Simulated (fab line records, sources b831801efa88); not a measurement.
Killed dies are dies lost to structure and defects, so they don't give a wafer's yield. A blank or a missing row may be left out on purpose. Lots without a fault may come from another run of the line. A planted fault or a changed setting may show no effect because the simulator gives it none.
Which tool did it? | flow gf180mcu | 6 lots, 18 wafers sampled, at 3 steps of a route of 602

WHAT THE GAUGES READ, wafer by wafer
GF_V5_OVL_MEAS_15.
lot  | measured     | on         | V5_OVL (nm)
L212 | day 29 04:22 | overlay-02 | 5 0 2
L215 | day 29 12:44 | overlay-02 | -10 -14 -8
L218 | day 30 16:06 | overlay-02 | -6 -6 4
L220 | day 30 21:02 | overlay-02 | -14 -4 -5
L223 | day 31 18:43 | overlay-01 | 5 4 -1
L230 | day 33 12:03 | overlay-02 | -6 -2 -2

WHICH TOOL RAN EACH LOT (tool, then ch and the chambers of the sampled wafers, then the start)
lot  | GF_V4_CMP_04                  | GF_V4_CVD_23
L212 | cmp-02 ch 0,2,3, day 25 11:08 | cvd_w-02 ch 0,1, day 26 10:43
L215 | cmp-01 ch 0,1,2, day 25 21:07 | cvd_w-01 ch 0,1, day 26 20:46
L218 | cmp-02 ch 1,2, day 27 05:47   | cvd_w-01 ch 0,1, day 28 03:58
L220 | cmp-02 ch 0,1,3, day 27 10:34 | cvd_w-02 ch 0,1, day 28 08:34
L223 | cmp-01 ch 0,1,3, day 28 09:55 | cvd_w-01 ch 0,1, day 29 07:27
L230 | cmp-02 ch 0,2,3, day 30 08:53 | cvd_w-02 ch 0,1, day 31 04:55
- GF_V4_CMP_04: polishes SiO2.
- GF_V4_CVD_23: deposits W, target thk 350 nm, time 104.9 s.

THE ANSWER, worked out from the rows above alone
Rule: what is usual is taken from the lots themselves. Put in order of their means at a reading, lots are off if they are a third of the lots or fewer, leave a main group of 4 or more, and stand apart from it by a gap of 3 or more times the standard deviation of the main group's means; of several such gaps the widest counts. A main group whose means are all the same, to the digits that the tables above print for the reading, isn't used. A lot without any number at a reading at which 4 lots or more have one is off too. The other lots that the step has rows for count as sound.
No lot is off at any reading shown: from this, nothing can be told.

WHAT THE SIMULATOR HAD PUT IN
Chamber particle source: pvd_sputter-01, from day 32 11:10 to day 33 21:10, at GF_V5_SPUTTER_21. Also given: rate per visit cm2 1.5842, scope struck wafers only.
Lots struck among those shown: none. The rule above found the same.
